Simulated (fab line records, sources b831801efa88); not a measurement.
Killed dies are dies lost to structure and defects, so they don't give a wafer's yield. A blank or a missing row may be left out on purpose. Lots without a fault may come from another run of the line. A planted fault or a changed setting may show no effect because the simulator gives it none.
A struck lot beside a sound one | flow sky130 | 17 steps out of a route of 708
Sound: wafers L405.1, L405.2, L405.6. Struck: wafers L415.1, L415.3, L415.4. The cause comes at the end.
At each step with rows: each side's tool, then ch and its chambers, then its first start. Under that, the readings that differ: sound wafers | struck wafers | difference of the means | sigmas: that difference in standard deviations of wafers without a fault.
alike: readings whose means differ by less than 2 such deviations, and words and numbers that are the same on both sides. not compared: withheld readings, readings that some wafer has no value for, bounds like >300 that may hide the same value, and numbers for which the record gives no deviation and whose values overlap.
The two part at a step that has a row with sigmas, a row that says differs or no value, or rows on one side only. Numbers that don't overlap but have no deviation are shown without sigmas and don't part them. A reading that every wafer of one side lacks parts them only if that side has two wafers or more.

first, 1 step without rows for these wafers: SKY_VT_ADJUST_LVTN_IMPLANT_19.
SKY_VT_ADJUST_LVTN_STRIP_20: strips in O2/N2.
  sound on plasma_asher-01 ch 0,1, day 8 19:32; struck on plasma_asher-01 ch 0,1, day 11 13:08
  reading               | sound             | struck            | difference | sigmas
  oes_product_au (a.u.) | 0.711 0.715 0.710 | 0.722 0.718 0.728 | +0.011     | +2
  alike: drypump_motor_current_A, strip_time_to_endpoint_s
  not compared: rf_hours_counter_h
SKY_VT_ADJUST_LVTN_TW_MEAS_21:
  sound on film_metro-01, day 8 19:38; struck on film_metro-01, day 11 13:14
  alike: VT_ADJUST_LVTN_2_TW
then, 7 steps without rows for these wafers: SKY_VT_ADJUST_NCORE_DEHYDRATE_00 (time 60 s); SKY_VT_ADJUST_NCORE_HMDS_01 (prime time 60 s); SKY_VT_ADJUST_NCORE_COAT_02 (resist thk 1140 nm); SKY_VT_ADJUST_NCORE_SOFTBAKE_03 (time 60 s); SKY_VT_ADJUST_NCORE_EXPOSE_04 (exposes mask LVTN COMPLEMENT THIN, target cd 380 nm); SKY_VT_ADJUST_NCORE_PEB_05; SKY_VT_ADJUST_NCORE_DEVELOP_06 (develop time 60 s).
SKY_VT_ADJUST_NCORE_CD_MEAS_07: target cd 380 nm.
  sound on cd_sem-01, day 9 17:31; struck on cd_sem-02, day 12 13:16
  alike: cd_nm
SKY_VT_ADJUST_NCORE_OVL_MEAS_08:
  sound on overlay-02, day 9 17:38; struck on overlay-02, day 12 13:23
  alike: VT_ADJUST_NCORE_OVL
SKY_VT_ADJUST_NCORE_IMPLANT_09:
  sound on implanter-01 ch 0, day 9 17:40; struck on implanter-01 ch 0, day 12 13:25
  reading            | sound                            | struck                       | difference | sigmas
  dose_ions_cm2      | 2.4021e+12 2.4018e+12 2.4028e+12 | 2.427e+11 2.45e+11 2.368e+11 | -2.161e+12 | -99 or more
  faraday_current_uA | 13.5 13.0 13.6                   | 1.3 1.3 1.3                  | -12.1      | -39
SKY_VT_ADJUST_NCORE_STRIP_10: strips in O2/N2.
  sound on plasma_asher-04 ch 0,1, day 9 17:49; struck on plasma_asher-02 ch 0,1, day 12 13:34
  alike: drypump_motor_current_A, oes_product_au, strip_time_to_endpoint_s
  not compared: rf_hours_counter_h
SKY_VT_ADJUST_NCORE_TW_MEAS_11:
  sound on film_metro-02, day 9 17:55; struck on film_metro-01, day 12 13:40
  reading            | sound             | struck            | difference | sigmas
  VT_ADJUST_NCORE_TW | 217.2 217.5 218.4 | 121.2 120.8 119.5 | -97.2      | -54
then, 1 step without rows for these wafers: SKY_VT_ADJUST_HVTR_DEHYDRATE_00 (time 60 s).
-- the record jumps here: 37 days lie between the struck wafers' starts before and after (it left off in module VT_ADJUST_HVTR and takes up again in module PAD_OPEN, whose first step shown is number 708 of the route) --
SKY_PAD_OPEN_PROBE_99:
  sound on prober-01, day 47 01:58; struck on prober-01, day 49 05:45
  reading                                    | sound                         | struck                        | difference | sigmas
  model.etest.pfet_16v.r_on_ohm_um           | 1.542e+04 1.518e+04 1.516e+04 | 1.82e+04 1.805e+04 1.815e+04  | +2.88e+03  |
  model.etest.nfet_16v.r_on_ohm_um           | 1.431e+04 1.439e+04 1.42e+04  | 1.113e+04 1.098e+04 1.113e+04 | -3.220e+03 |
  model.etest.pfet_g5v0d10v5.r_on_ohm_um     | 4872 4817 4791                | 5753 5808 5905                | +995       |
  model.etest.tip_p.rs_ohm_sq                | 6652 6686 6643                | 7525 7524 7528                | +865       |
  model.etest.pfet_01v8.r_on_ohm_um          | 2921 2889 2830                | 3299 3323 3394                | +459       |
  model.etest.res_pwell_under_gate.rs_ohm_sq | 2287 2283 2275                | 2580 2589 2593                | +306       |
  model.etest.nfet_g5v0d10v5.r_on_ohm_um     | 1924 1922 1906                | 1592 1598 1641                | -307       |
  model.etest.tip_p_5v.rs_ohm_sq             | 2849 2834 2866                | 3064 3052 3044                | +204       |
  alike: killed_at_M0_to_M3, killed_at_M4_up, killed_at_contacts, killed_at_front_end, killed_at_other, killed_dies, killed_open, killed_short

WHERE THEY PART
First at SKY_VT_ADJUST_LVTN_STRIP_20; last, within this record, at SKY_VT_ADJUST_NCORE_TW_MEAS_11. Later steps at which nothing parts them and some readings are alike: SKY_PAD_OPEN_PROBE_99.

WHY: what the simulator had put in
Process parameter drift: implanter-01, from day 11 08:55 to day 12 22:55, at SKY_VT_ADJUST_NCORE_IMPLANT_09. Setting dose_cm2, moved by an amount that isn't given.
